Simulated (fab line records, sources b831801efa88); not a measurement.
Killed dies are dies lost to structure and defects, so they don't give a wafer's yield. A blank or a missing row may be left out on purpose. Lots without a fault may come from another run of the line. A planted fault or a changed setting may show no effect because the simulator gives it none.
Problem report in the 8D (eight disciplines) form, filled by code | flow sky130 | the parts of the form that need people (team, actions taken, sign-off) are left out

1. THE PROBLEM
end_station_pressure_torr at SKY_VT_ADJUST_NCORE_IMPLANT_09 reads a mean of 6.19e-05 Torr on 6 wafers of 2 lots; wafers without a fault read 5.04e-06 Torr with a standard deviation of 2.8e-07. That is +99 or more standard deviations from the usual mean.
First seen on wafer L752.2, day 13 11:01, on implanter-01. The record holds 36 wafers of 12 lots with a number at this step. Rule for "out", or "out of limits": more than 4 standard deviations from the usual mean. The other wafers with a number count as sound.

2. WHAT IT IS AND WHAT IT IS NOT
question                    | is                                            | is not
which readings at this step | end_station_pressure_torr, faraday_current_uA | beam_energy_keV
which lots                  | L752, L753                                    | L737, L738, L739, L740, L741, L746, L751, L757, L758, L759
which wafers of those lots  | all that have a number                        | -
read on which tools         | implanter-01                                  | implanter-03
when                        | from day 13 11:01                             | up to then (21 sound wafers); but 9 sound wafers of L757, L758, L759 came after

3. SUSPECTS, AND WHAT RULES EACH OUT
Counting: a tool at a process step up to the reading stays a suspect if it ran every lot that is out and no sound lot after the first of them.
- plasma_asher-01 at SKY_VT_ADJUST_LVTN_STRIP_20 (strips in O2/N2): ruled out as a lasting fault. Sound lots L758, L759 ran on it after its first lot that is out, L752 (day 12 10:40).
- implanter-01 at SKY_VT_ADJUST_NCORE_IMPLANT_09: kept. It ran every lot that is out, first L752 (day 13 11:01), and no sound lot after that; its last sound lot up to then is L746 (day 11 16:14). Its own readings are out on those wafers: end_station_pressure_torr, faraday_current_uA.
Left after counting: implanter-01 at SKY_VT_ADJUST_NCORE_IMPLANT_09.

4. THE CAUSE (what the simulator had put in)
Process parameter drift: implanter-01, from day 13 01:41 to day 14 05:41, at SKY_VT_ADJUST_NCORE_IMPLANT_09. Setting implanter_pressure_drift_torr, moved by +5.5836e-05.
Process parameter drift: implanter-01, from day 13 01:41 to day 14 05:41, at SKY_VT_ADJUST_NCORE_IMPLANT_09. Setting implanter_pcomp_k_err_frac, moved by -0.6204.
Counting left only this tool.

5. THE CHAIN OF EFFECTS, in route order
Each row: a reading whose mean over the struck wafers that have a number lies more than 3 standard deviations from the usual. Only readings for which the record gives a usual standard deviation are gone through. hours: the time from each lot's start at the first step in this table that gives one to its start at this step, as a median over the lots. sigmas: the change in usual standard deviations.
hours | step                           | reading                   | usual         | on struck wafers | change    | sigmas
0     | SKY_VT_ADJUST_NCORE_IMPLANT_09 | beam_on_s                 | 9.99 s        | 10.81            | +0.82     | +4.3
0     | SKY_VT_ADJUST_NCORE_IMPLANT_09 | end_station_pressure_torr | 5.04e-06 Torr | 6.19e-05         | +5.69e-05 | +99 or more
0     | SKY_VT_ADJUST_NCORE_IMPLANT_09 | faraday_current_uA        | 13.55         | 12.09            | -1.46     | -5.8
The process steps in it:
- SKY_VT_ADJUST_NCORE_IMPLANT_09
Later measuring or inspecting steps at which every struck wafer that the step has a row for has a number for every such reading, and none has moved that far: SKY_VT_ADJUST_NCORE_TW_MEAS_11, SKY_VT_ADJUST_HVTR_CD_MEAS_07.

6. WHAT WOULD HAVE CAUGHT IT SOONER
In this record the first reading out of limits was taken at day 13 11:01, 9 hours after the fault began at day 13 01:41.
